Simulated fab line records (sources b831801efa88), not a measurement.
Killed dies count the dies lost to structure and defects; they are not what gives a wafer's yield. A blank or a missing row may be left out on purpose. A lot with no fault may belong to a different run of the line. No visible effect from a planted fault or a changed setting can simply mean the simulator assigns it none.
fab line records	flow sky130
record: lots: 5	wafers: 23
route steps=708 shown LDD_N@247 LDD_P@257 LDD_HVN@275 POLY_CUT@310 SD_P@324 SD_N@351 LI_CONTACT@364
start-h: the number of hours between the record's first day and the start of the first shown wafer of the lot	wait-h: hours from the lot's prior step to this one	" the same as in the row above	L1.1+2: a single row standing in for several wafers	- value missing, or start not given	* or withheld: withheld	< > ~ a bound
route shown NAME@n: names a module that has steps shown in the file, with the first one's number in the route	usual: mean/standard deviation of fault-free wafers	same: alike in all rows	chamber/n: place in a boat	sites: readings site by site	_std_site: how widely they spread, as a standard deviation	_edge_site: mean of outer sites minus mean of inner sites	radius-mm: for every site, how far away it sits from the centre of the wafer	mask NAME#n: copy n	behind: tool/chamber where the wafer was last shaped	hold: why the lot was held/for how many hours/how that ended	device: which transistor (n, p or np) failed to switch	end of line: tests of these same wafers at the route's end	a step with no rows: only its recipe	killed: the dies lost at the first sort to structure and to defects; this is not the yield of the wafer	map: dies across one wafer; x = killed, . = not, _ = none there
set.NAME: the run value of the setting; set.NAME@STEP: its run value at that earlier step	model.NAME: the simulator's own value behind a step, which no gauge read
lots whose settings were changed on purpose; a table a step, a row a wafer
== steps ==
step: SKY_LDD_N_IMPLANT_10
recipe: species: As	energy-kev: 20	dose-cm2: 7.5e+13	tilt-deg: withheld	rotation-deg: 203
lot.wafer	tool	chamber	start-h	wait-h	set.energy-kev	model.implant.rp-nm	model.implant.drp-nm
L077.1+3	implanter-02	0	441.50	0.1	20	15.84	7.212
L077.2+4+5	"	0	"	"	19.1	15.32	6.986
L074.1+2+3	implanter-03	0	441.67	0.1	19.67	16.01	7.129
L074.5+6	"	0	"	"	20	16.21	7.212
L079.2+6	implanter-02	0	451.45	0.1	19.08	15.67	6.981
L079.3+4+5	"	0	"	"	20	16.21	7.212
L080.1+2+4	implanter-01	0	456.22	0.1	20.9	16.39	7.436
L080.3+5	"	0	"	"	20	15.87	7.212
L082.4+5+6	implanter-01	0	467.97	0.1	20	16.13	7.212
step: SKY_LDD_P_COAT_02
recipe: resist: NOVOLAK	spin-rpm: 3000	resist-thk-nm: 1140
lot.wafer	tool	chamber	start-h	wait-h	set.resist-thk-nm	model.NOVOLAK_of_LDD_P_COAT_02.thk-nm
L077.1+3	litho-track-04	0	458.13	0.1	1140	1142
L077.2	"	0	"	"	1140	1136
L077.4+5	"	0	"	"	1140	1140
L074.1	litho-track-01	0	458.53	0.1	1164	1168
L074.2	"	0	"	"	1164	1167
L074.3	"	0	"	"	1140	1141
L074.5	"	0	"	"	1140	1142
L074.6	"	0	"	"	1140	1143
L079.2	litho-track-01	0	467.35	0.1	1196	1200
L079.3	"	0	"	"	1140	1141
L079.4	"	0	"	"	1196	1199
L079.5	"	0	"	"	1196	1201
L079.6	"	0	"	"	1140	1144
L080.1+4	litho-track-01	0	471.23	0.1	1140	1142
L080.2	"	0	"	"	1194	1198
L080.3	"	0	"	"	1194	1195
L080.5	"	0	"	"	1140	1140
L082.4	litho-track-01	0	484.10	0.1	1140	1138
L082.5	"	0	"	"	1140	1137
L082.6	"	0	"	"	1140	1136
step: SKY_LDD_P_IMPLANT_09
recipe: species: BF2	energy-kev: 25	dose-cm2: 1e+13	tilt-deg: withheld
lot.wafer	tool	chamber	start-h	wait-h	set.energy-kev	model.implant.rp-nm	model.implant.drp-nm
L077.1+4+5	implanter-04	0	472.42	0.0	25.41	20.74	11.54
L077.2+3	"	0	"	"	25	20.47	11.41
L074.1+6	implanter-01	0	473.37	0.0	25.62	21.27	11.61
L074.2+3+5	"	0	"	"	25	20.86	11.41
L079.2+5+6	implanter-01	0	483.39	0.0	25	21.13	11.41
L079.3+4	"	0	"	"	26.4	22.07	11.86
L080.1+2	implanter-01	0	487.62	0.0	25.91	20.99	11.7
L080.3+4+5	"	0	"	"	25	20.39	11.41
L082.4+5+6	implanter-01	0	499.51	0.1	25	20.32	11.41
step: SKY_LDD_P_STRIP_10
recipe: chemistry: O2/N2	power-w: 1400	pressure-mtorr: 1500	platen-temp-c: withheld	o2-flow-sccm: 3000	n2-flow-sccm: 300	overash-fraction: 0.5
usual: strip-time-to-endpoint-s: 14.19/0.037
lot.wafer	tool	chamber	start-h	wait-h	set.resist-thk-nm@LDD_P_COAT_02	strip-time-to-endpoint-s
L077.1	plasma-asher-02	1	472.57	0.1	1140	14.20
L077.2	"	0	"	"	1140	14.12
L077.3	"	0	"	"	1140	14.18
L077.4	"	1	"	"	1140	14.19
L077.5	"	1	"	"	1140	14.19
L074.1	plasma-asher-01	0	473.52	0.1	1164	14.47
L074.2	"	1	"	"	1164	14.45
L074.3	"	0	"	"	1140	14.20
L074.5	"	1	"	"	1140	14.20
L074.6	"	0	"	"	1140	14.20
L079.2	plasma-asher-01	1	483.52	0.1	1196	14.85
L079.3	"	0	"	"	1140	14.19
L079.4	"	1	"	"	1196	14.83
L079.5	"	1	"	"	1196	14.85
L079.6	"	0	"	"	1140	14.22
L080.1	plasma-asher-02	1	487.77	0.1	1140	14.22
L080.2	"	0	"	"	1194	14.82
L080.3	"	1	"	"	1194	14.79
L080.4	"	0	"	"	1140	14.20
L080.5	"	1	"	"	1140	14.18
L082.4	plasma-asher-01	1	499.62	0.1	1140	14.15
L082.5	"	0	"	"	1140	14.15
L082.6	"	1	"	"	1140	14.10
step: SKY_LDD_P_TW_MEAS_11
usual: LDD_P_TW: 636.3/2.9
lot.wafer	tool	chamber	start-h	wait-h	set.energy-kev@LDD_P_IMPLANT_09	LDD_P_TW
L077.1	film-metro-02	-	472.67	0.1	25.41	635.2
L077.2	"	-	"	"	25	633.4
L077.3	"	-	"	"	25	632.1
L077.4	"	-	"	"	25.41	633.6
L077.5	"	-	"	"	25.41	633.9
L074.1	film-metro-04	-	473.62	0.1	25.62	640.9
L074.2	"	-	"	"	25	638.4
L074.3	"	-	"	"	25	632.4
L074.5	"	-	"	"	25	634.8
L074.6	"	-	"	"	25.62	642.9
L079.2	film-metro-01	-	483.63	0.1	25	636.8
L079.3	"	-	"	"	26.4	647.8
L079.4	"	-	"	"	26.4	644.3
L079.5	"	-	"	"	25	638.0
L079.6	"	-	"	"	25	633.7
L080.1	film-metro-02	-	487.87	0.1	25.91	647.3
L080.2	"	-	"	"	25.91	641.5
L080.3	"	-	"	"	25	637.6
L080.4	"	-	"	"	25	639.8
L080.5	"	-	"	"	25	638.7
L082.4	film-metro-01	-	499.71	0.1	25	637.6
L082.5	"	-	"	"	25	636.8
L082.6	"	-	"	"	25	639.2
step: SKY_LDD_HVN_IMPLANT_08
recipe: species: P	energy-kev: 60	dose-cm2: 3e+13	tilt-deg: 40
lot.wafer	tool	chamber	start-h	wait-h	set.energy-kev	model.implant.rp-nm	model.implant.drp-nm
L077.1+3+4	implanter-04	0	504.16	0.0	56.42	53.09	26.72
L077.2+5	"	0	"	"	60	56.51	28.15
L074.1+2+6	implanter-02	0	505.21	0.0	58.2	54.39	27.43
L074.3+5	"	0	"	"	60	56.1	28.15
L079.2+3+4	implanter-02	0	514.54	0.0	61.44	56.23	28.73
L079.5+6	"	0	"	"	60	54.89	28.15
L080.1+2+3+4+5	implanter-04	0	519.12	0.0	60	54.49	28.15
L082.4+5+6	implanter-04	0	530.55	0.1	60	56.9	28.15
step: SKY_POLY_CUT_COAT_03
recipe: resist: KrF-thick	spin-rpm: 3000	resist-thk-nm: 450
lot.wafer	tool	chamber	start-h	wait-h	set.resist-thk-nm	model.KrF-thick_of_POLY_CUT_COAT_03.thk-nm
L077.1	litho-track-04	0	-	-	427.3	426.9
L077.2	"	0	"	"	450	450.3
L077.3	"	0	"	"	427.3	427.1
L077.4	"	0	"	"	450	449
L077.5	"	0	"	"	450	450.5
L074.1	litho-track-04	0	-	-	450	448.9
L074.2	"	0	"	"	450	449.1
L074.3+6	"	0	"	"	427.5	427.4
L074.5	"	0	"	"	427.5	427.1
L079.2	litho-track-04	0	-	-	437.7	438.6
L079.3	"	0	"	"	437.7	439
L079.4	"	0	"	"	450	449.6
L079.5	"	0	"	"	437.7	437.4
L079.6	"	0	"	"	450	450.5
L080.1	litho-track-04	0	-	-	450	448.7
L080.2	"	0	"	"	432.4	432.1
L080.3	"	0	"	"	432.4	432.4
L080.4	"	0	"	"	450	448.5
L080.5	"	0	"	"	432.4	431.4
L082.4	litho-track-02	0	-	-	450	449.7
L082.5	"	0	"	"	450	450.5
L082.6	"	0	"	"	450	449.9
step: SKY_POLY_CUT_SOFTBAKE_04
recipe: temp-c: 100	time-s: 90	resist: KrF-thick
step: SKY_POLY_CUT_EXPOSE_05
recipe: mask-id: NPCM	na: 0.8	source-shape: annular	sigma-inner: 0.55	sigma-outer: 0.85	target-cd-nm: 270	dose-mj: 32
step: SKY_POLY_CUT_ETCH_10
recipe: chemistry: N2/H2	target: BARC	ion-energy-ev: 200	source-w: 500	bias-w: 100	pressure-mtorr: 30	n2-flow-sccm: 100	h2-flow-sccm: 200	stop-on: SiO2	time-s: 45.9	target-depth-a: 600
lot.wafer	tool	chamber	start-h	wait-h	set.resist-thk-nm@POLY_CUT_COAT_03	model.KrF-thick_of_POLY_CUT_COAT_03.thk-nm
L077.1	rie-diel-01	0	596.98	0.0	427.3	385.4
L077.2	"	1	"	"	450	408.5
L077.3	"	3	"	"	427.3	383.9
L077.4	"	2	"	"	450	407.4
L077.5	"	0	"	"	450	408.9
L074.1	rie-diel-02	1	597.68	0.0	450	406.5
L074.2	"	0	"	"	450	407.6
L074.3	"	3	"	"	427.5	384.6
L074.5	"	1	"	"	427.5	384.7
L074.6	"	0	"	"	427.5	385.8
L079.2	rie-diel-01	2	605.43	0.0	437.7	396.9
L079.3	"	0	"	"	437.7	397.5
L079.4	"	1	"	"	450	407.9
L079.5	"	3	"	"	437.7	394.1
L079.6	"	0	"	"	450	408.8
L080.1	rie-diel-04	1	611.12	0.0	450	407.2
L080.2	"	2	"	"	432.4	388.5
L080.3	"	0	"	"	432.4	389.7
L080.4	"	3	"	"	450	405.8
L080.5	"	0	"	"	432.4	388.9
L082.4	rie-diel-02	1	622.98	0.0	450	407.1
L082.5	"	3	"	"	450	407.4
L082.6	"	2	"	"	450	407.8
step: SKY_POLY_CUT_ETCH_11
recipe: target: Si3N4	chemistry: CF4/CH2F2/Ar	stop-on: poly-Si	source-w: 600	bias-w: 150	pressure-mtorr: 40	cf4-flow-sccm: 40	ch2f2-flow-sccm: 20	Ar_flow_sccm: 150	time-s: 42.5	target-depth-a: 600
step: SKY_POLY_CUT_STRIP_12
recipe: chemistry: O2/N2	power-w: 1400	pressure-mtorr: 1500	platen-temp-c: withheld	o2-flow-sccm: 3000	n2-flow-sccm: 300	overash-fraction: 0.5
usual: strip-time-to-endpoint-s: 5.353/0.018
lot.wafer	tool	chamber	start-h	wait-h	set.resist-thk-nm@POLY_CUT_COAT_03	strip-time-to-endpoint-s
L077.1	plasma-asher-01	0	597.06	0.0	427.3	5.135
L077.2	"	1	"	"	450	5.368
L077.3	"	1	"	"	427.3	5.111
L077.4	"	0	"	"	450	5.330
L077.5	"	1	"	"	450	5.371
L074.1	plasma-asher-02	1	597.77	0.0	450	5.342
L074.2	"	0	"	"	450	5.357
L074.3	"	1	"	"	427.5	5.111
L074.5	"	0	"	"	427.5	5.112
L074.6	"	1	"	"	427.5	5.124
L079.2	plasma-asher-04	1	605.52	0.0	437.7	5.233
L079.3	"	1	"	"	437.7	5.256
L079.4	"	0	"	"	450	5.347
L079.5	"	1	"	"	437.7	5.201
L079.6	"	0	"	"	450	5.369
L080.1	plasma-asher-02	1	611.20	0.0	450	5.354
L080.2	"	0	"	"	432.4	5.160
L080.3	"	1	"	"	432.4	5.162
L080.4	"	0	"	"	450	5.334
L080.5	"	0	"	"	432.4	5.155
L082.4	plasma-asher-02	1	623.10	0.1	450	5.362
L082.5	"	0	"	"	450	5.343
L082.6	"	1	"	"	450	5.360
step: SKY_SD_P_EXPOSE_04
recipe: mask-id: PSDM	na: 0.6	source-shape: conventional	sigma-outer: 0.6	polarization: unpolarized	target-cd-nm: 380	dose-mj: 138
lot.wafer	tool	chamber	start-h	wait-h	mask	set.dose-mj
L077.1+3+4	iline-stepper-02	0	-	-	PSDM#0	146.4
L077.2+5	"	0	"	"	PSDM#0	138
L074.1+2+5	iline-stepper-02	0	-	-	PSDM#0	138
L074.3+6	"	0	"	"	PSDM#0	144.7
L079.2+6	iline-stepper-01	0	-	-	PSDM#0	145.6
L079.3+4+5	"	0	"	"	PSDM#0	138
L080.1+2+4	iline-stepper-01	0	-	-	PSDM#0	146.8
L080.3+5	"	0	"	"	PSDM#0	138
L082.4+5+6	iline-stepper-02	0	-	-	PSDM#0	138
step: SKY_SD_P_PEB_05
recipe: temp-c: withheld	time-s: *	resist: NOVOLAK
step: SKY_SD_P_DEVELOP_06
recipe: resist: NOVOLAK	developer: TMAH	develop-time-s: 60	dev-temp-c: 23
step: SKY_SD_P_CD_MEAS_07
recipe: target-cd-nm: 380
usual: cd-nm: 379.1/2.2
lot.wafer	tool	chamber	start-h	wait-h	set.dose-mj@SD_P_EXPOSE_04	cd-nm
L077.1	cd-sem-01	-	626.83	0.1	146.4	398.4
L077.2	"	-	"	"	138	379.5
L077.3	"	-	"	"	146.4	397.0
L077.4	"	-	"	"	146.4	397.5
L077.5	"	-	"	"	138	379.1
L074.1	cd-sem-02	-	627.23	0.1	138	383.0
L074.2	"	-	"	"	138	383.3
L074.3	"	-	"	"	144.7	394.8
L074.5	"	-	"	"	138	383.2
L074.6	"	-	"	"	144.7	396.9
L079.2	cd-sem-01	-	634.50	0.1	145.6	395.1
L079.3	"	-	"	"	138	377.1
L079.4	"	-	"	"	138	381.9
L079.5	"	-	"	"	138	379.0
L079.6	"	-	"	"	145.6	394.0
L080.1	cd-sem-02	-	640.58	0.1	146.8	396.4
L080.2	"	-	"	"	146.8	396.1
L080.3	"	-	"	"	138	376.1
L080.4	"	-	"	"	146.8	395.1
L080.5	"	-	"	"	138	375.8
L082.4	cd-sem-02	-	651.94	0.1	138	380.0
L082.5	"	-	"	"	138	381.8
L082.6	"	-	"	"	138	381.1
step: SKY_SD_N_IMPLANT_09
recipe: species: As	energy-kev: 50	dose-cm2: 4e+15	tilt-deg: 0
lot.wafer	tool	chamber	start-h	wait-h	set.energy-kev	model.implant.rp-nm	model.implant.drp-nm
L077.1+2+5	implanter-04	0	683.54	0.0	50	32.45	14.11
L077.3+4	"	0	"	"	52	33.51	14.53
L074.1+2+3+5+6	implanter-01	0	683.84	0.0	50	32.35	14.11
L079.2+5	implanter-04	0	689.61	0.0	50	31.66	14.11
L079.3+4+6	"	0	"	"	51.88	32.62	14.51
L080.1+2	implanter-04	0	695.34	0.0	50	31.9	14.11
L080.3+4+5	"	0	"	"	51.4	32.62	14.4
L082.4+5+6	implanter-04	0	706.94	0.1	50	31.76	14.11
step: SKY_SD_N_IMPLANT_10
recipe: species: P	energy-kev: 20	dose-cm2: 1e+14	tilt-deg: 0
step: SKY_SD_N_STRIP_11
recipe: chemistry: O2/N2	power-w: 1400	pressure-mtorr: 1500	platen-temp-c: withheld	o2-flow-sccm: 3000	n2-flow-sccm: 300	overash-fraction: 0.5
usual: strip-time-to-endpoint-s: 22.54/0.041
lot.wafer	tool	chamber	start-h	wait-h	set.energy-kev@SD_N_IMPLANT_09	strip-time-to-endpoint-s
L077.1	plasma-asher-03	0	683.84	0.1	50	22.62
L077.2	"	1	"	"	50	22.55
L077.3	"	1	"	"	52	22.86
L077.4	"	0	"	"	52	22.84
L077.5	"	1	"	"	50	22.55
L074.1	plasma-asher-04	0	684.14	0.1	50	22.58
L074.2	"	1	"	"	50	22.61
L074.3	"	1	"	"	50	22.60
L074.5	"	1	"	"	50	22.62
L074.6	"	0	"	"	50	22.59
L079.2	plasma-asher-04	1	689.88	0.1	50	22.48
L079.3	"	0	"	"	51.88	22.81
L079.4	"	1	"	"	51.88	22.77
L079.5	"	1	"	"	50	22.49
L079.6	"	0	"	"	51.88	22.76
L080.1	plasma-asher-03	0	695.64	0.1	50	22.56
L080.2	"	1	"	"	50	22.58
L080.3	"	1	"	"	51.4	22.72
L080.4	"	0	"	"	51.4	22.76
L080.5	"	1	"	"	51.4	22.71
L082.4	plasma-asher-02	0	707.20	0.1	50	22.53
L082.5	"	0	"	"	50	22.54
L082.6	"	1	"	"	50	22.49
step: SKY_SD_N_TW_MEAS_12
usual: SD_N_TW: 3977/19
lot.wafer	tool	chamber	start-h	wait-h	set.energy-kev@SD_N_IMPLANT_09	SD_N_TW
L077.1	film-metro-04	-	683.94	0.1	50	3985
L077.2	"	-	"	"	50	3963
L077.3	"	-	"	"	52	4032
L077.4	"	-	"	"	52	4016
L077.5	"	-	"	"	50	3969
L074.1	film-metro-04	-	684.24	0.1	50	3982
L074.2	"	-	"	"	50	3972
L074.3	"	-	"	"	50	3961
L074.5	"	-	"	"	50	3975
L074.6	"	-	"	"	50	3965
L079.2	film-metro-02	-	689.99	0.1	50	3964
L079.3	"	-	"	"	51.88	4001
L079.4	"	-	"	"	51.88	3971
L079.5	"	-	"	"	50	3947
L079.6	"	-	"	"	51.88	3995
L080.1	film-metro-04	-	695.74	0.1	50	3957
L080.2	"	-	"	"	50	3973
L080.3	"	-	"	"	51.4	4029
L080.4	"	-	"	"	51.4	3995
L080.5	"	-	"	"	51.4	4007
L082.4	film-metro-02	-	707.30	0.1	50	3995
L082.5	"	-	"	"	50	4000
L082.6	"	-	"	"	50	4010
step: SKY_SD_N_CLEAN_13
recipe: chemistry: SC1/SC2	mix: 1:4:20	temp-c: 70	time-s: 150	dry: n2-spin
step: SKY_SD_N_RTA_14
recipe: temp-c: 1075	time-s: 2	idle-temp-c: 650	ramp-up-c-per-s: 150	ramp-down-c-per-s: 90	ambient: N2
step: SKY_SD_N_RS_MEAS_16
recipe: thk-meas-gauge: four-point-probe
usual: SD_N_RS: 68.57/0.12
lot.wafer	tool	chamber	start-h	wait-h	set.energy-kev@SD_N_IMPLANT_09	SD_N_RS[ohm/sq]
L077.1	film-metro-03	-	684.22	0.1	50	68.46
L077.2	"	-	"	"	50	68.47
L077.3	"	-	"	"	52	67.05
L077.4	"	-	"	"	52	66.91
L077.5	"	-	"	"	50	68.63
L074.1	film-metro-02	-	684.52	0.1	50	68.53
L074.2	"	-	"	"	50	68.53
L074.3	"	-	"	"	50	68.48
L074.5	"	-	"	"	50	68.61
L074.6	"	-	"	"	50	68.26
L079.2	film-metro-04	-	690.29	0.1	50	68.67
L079.3	"	-	"	"	51.88	67.55
L079.4	"	-	"	"	51.88	67.51
L079.5	"	-	"	"	50	68.73
L079.6	"	-	"	"	51.88	67.47
L080.1	film-metro-03	-	696.02	0.1	50	68.52
L080.2	"	-	"	"	50	68.44
L080.3	"	-	"	"	51.4	67.74
L080.4	"	-	"	"	51.4	67.49
L080.5	"	-	"	"	51.4	67.60
L082.4	film-metro-03	-	707.61	0.1	50	68.44
L082.5	"	-	"	"	50	68.75
L082.6	"	-	"	"	50	68.58
step: SKY_LI_CONTACT_CMP_02
recipe: material: PSG	down-force-psi: 4	platen-rpm: 60	pad-velocity-m-s: 0.94248
lot.wafer	tool	chamber	start-h	wait-h	set.leave-above-ref-nm	model.PSG_of_LI_CONTACT_HDPCVD_00.thk-nm
L077.3	cmp-01	0	684.80	0.1	630.2	628.3
L077.2	"	1	"	"	630.2	631.3
L077.4	"	2	"	"	630.2	630.3
L077.1	"	3	"	"	597.2	597.3
L077.5	"	1	"	"	597.2	597.8
L074.2	cmp-02	2	685.11	0.1	568.4	568.4
L074.3	"	3	"	"	597.2	597.4
L074.1	"	0	"	"	597.2	595.9
L074.6	"	1	"	"	568.4	566.8
L074.5	"	2	"	"	597.2	596.1
L079.3	cmp-02	2	690.81	0.0	597.2	597.7
L079.4	"	3	"	"	597.2	597.3
L079.2	"	0	"	"	583.8	582.8
L079.6	"	2	"	"	583.8	583.5
L079.5	"	3	"	"	583.8	584.4
L080.1	cmp-02	2	696.56	0.1	597.2	596.5
L080.4	"	3	"	"	597.2	594.8
L080.3	"	0	"	"	597.2	595.2
L080.2	"	1	"	"	597.2	595.8
L080.5	"	3	"	"	597.2	596.7
L082.4	cmp-02	3	708.09	0.0	597.2	598.6
L082.5	"	3	"	"	597.2	598.1
L082.6	"	0	"	"	597.2	596.8
step: SKY_LI_CONTACT_COAT_06
recipe: resist: BARC	temp-c: withheld	time-s: withheld	spin-rpm: 3000	resist-thk-nm: 60
lot.wafer	tool	chamber	start-h	wait-h	set.resist-thk-nm
L077.1+4+5	litho-track-02	0	697.26	0.1	61.46
L077.2+3	"	0	"	"	60
L074.1+2+3+5+6	litho-track-02	0	698.06	0.1	60
L079.2+4	litho-track-04	0	704.05	0.1	61.63
L079.3+5+6	"	0	"	"	60
L080.1+3+5	litho-track-04	0	711.08	0.1	61.63
L080.2+4	"	0	"	"	60
L082.4+5+6	litho-track-04	0	721.00	0.1	60
step: SKY_LI_CONTACT_COAT_07
recipe: resist: KrF-thick	spin-rpm: 3000	resist-thk-nm: 450
step: SKY_LI_CONTACT_SOFTBAKE_08
recipe: temp-c: 99.66	time-s: 90	resist: KrF-thick
step: SKY_LI_CONTACT_ETCH_14
recipe: chemistry: N2/H2	target: BARC	ion-energy-ev: 200	source-w: 500	bias-w: 100	pressure-mtorr: 30	n2-flow-sccm: 100	h2-flow-sccm: 200	stop-on: SiO2	time-s: 45.9	target-depth-a: 600
usual: oes-product-au: 0.855/0.0036
lot.wafer	tool	chamber	start-h	wait-h	set.resist-thk-nm@LI_CONTACT_COAT_06	oes-product-au
L077.1	rie-diel-03	3	712.12	0.0	61.46	0.864
L077.2	"	1	"	"	60	0.857
L077.3	"	0	"	"	60	0.844
L077.4	"	2	"	"	61.46	0.863
L077.5	"	3	"	"	61.46	0.868
L074.1	rie-diel-01	1	713.07	0.0	60	0.861
L074.2	"	2	"	"	60	0.856
L074.3	"	0	"	"	60	0.856
L074.5	"	1	"	"	60	0.856
L074.6	"	0	"	"	60	0.855
L079.2	rie-diel-04	3	718.23	0.0	61.63	0.873
L079.3	"	0	"	"	60	0.852
L079.4	"	2	"	"	61.63	0.876
L079.5	"	3	"	"	60	0.859
L079.6	"	2	"	"	60	0.857
L080.1	rie-diel-01	2	723.83	0.0	61.63	0.869
L080.2	"	3	"	"	60	0.853
L080.3	"	1	"	"	61.63	0.866
L080.4	"	3	"	"	60	0.859
L080.5	"	1	"	"	61.63	0.864
L082.4	rie-diel-01	3	735.08	0.0	60	0.854
L082.5	"	3	"	"	60	0.851
L082.6	"	2	"	"	60	0.849
== key ==
split: step: SKY_LDD_N_IMPLANT_10	setting: energy-kev	stated: 20	by: wafer
response: step: SKY_LDD_N_IMPLANT_10	reading: model.implant.rp-nm	change: +0.117	per: 1%	r: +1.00
response: step: SKY_LDD_N_IMPLANT_10	reading: model.implant.drp-nm	change: +0.05	per: 1%	r: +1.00
split: step: SKY_LDD_P_COAT_02	setting: resist-thk-nm	stated: 1140	by: wafer
response: step: SKY_LDD_P_COAT_02	reading: model.NOVOLAK_of_LDD_P_COAT_02.thk-nm	change: +11.7	per: 1%	r: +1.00
response: step: SKY_LDD_P_STRIP_10	reading: strip-time-to-endpoint-s	change: *	per: 1%	r: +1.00
split: step: SKY_LDD_P_IMPLANT_09	setting: energy-kev	stated: 25	by: wafer
response: step: SKY_LDD_P_IMPLANT_09	reading: model.implant.rp-nm	change: +0.167	per: 1%	r: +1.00
response: step: SKY_LDD_P_IMPLANT_09	reading: model.implant.drp-nm	change: +0.0799	per: 1%	r: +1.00
response: step: SKY_LDD_P_TW_MEAS_11	reading: LDD_P_TW	change: +1.79	per: 1%	r: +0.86
split: step: SKY_LDD_HVN_IMPLANT_08	setting: energy-kev	stated: 60	by: wafer
response: step: SKY_LDD_HVN_IMPLANT_08	reading: model.implant.rp-nm	change: +0.572	per: 1%	r: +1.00
response: step: SKY_LDD_HVN_IMPLANT_08	reading: model.implant.drp-nm	change: +0.24	per: 1%	r: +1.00
split: step: SKY_POLY_CUT_COAT_03	setting: resist-thk-nm	stated: 450	by: wafer
response: step: SKY_POLY_CUT_COAT_03	reading: model.KrF-thick_of_POLY_CUT_COAT_03.thk-nm	change: +4.39	per: 1%	r: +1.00
response: step: SKY_POLY_CUT_ETCH_10	reading: model.KrF-thick_of_POLY_CUT_COAT_03.thk-nm	change: +4.52	per: 1%	r: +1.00
response: step: SKY_POLY_CUT_STRIP_12	reading: strip-time-to-endpoint-s	change: *	per: 1%	r: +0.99
split: step: SKY_SD_P_EXPOSE_04	setting: dose-mj	stated: 138	by: wafer
response: step: SKY_SD_P_CD_MEAS_07	reading: cd-nm	change: +2.91	per: 1%	r: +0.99
split: step: SKY_SD_N_IMPLANT_09	setting: energy-kev	stated: 50	by: wafer
response: step: SKY_SD_N_IMPLANT_09	reading: model.implant.rp-nm	change: +0.26	per: 1%	r: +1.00
response: step: SKY_SD_N_IMPLANT_09	reading: model.implant.drp-nm	change: +0.106	per: 1%	r: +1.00
response: step: SKY_SD_N_STRIP_11	reading: strip-time-to-endpoint-s	change: *	per: 1%	r: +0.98
response: step: SKY_SD_N_TW_MEAS_12	reading: SD_N_TW	change: +12.1	per: 1%	r: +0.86
response: step: SKY_SD_N_RS_MEAS_16	reading: SD_N_RS	change: -0.344	per: 1%	r: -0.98
split: step: SKY_LI_CONTACT_CMP_02	setting: leave-above-ref-nm	stated: 597.2	by: wafer
response: step: SKY_LI_CONTACT_CMP_02	reading: model.PSG_of_LI_CONTACT_HDPCVD_00.thk-nm	change: +5.95	per: 1%	r: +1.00
split: step: SKY_LI_CONTACT_COAT_06	setting: resist-thk-nm	stated: 60	by: wafer
response: step: SKY_LI_CONTACT_ETCH_14	reading: oes-product-au	change: +0.00539	per: 1%	r: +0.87
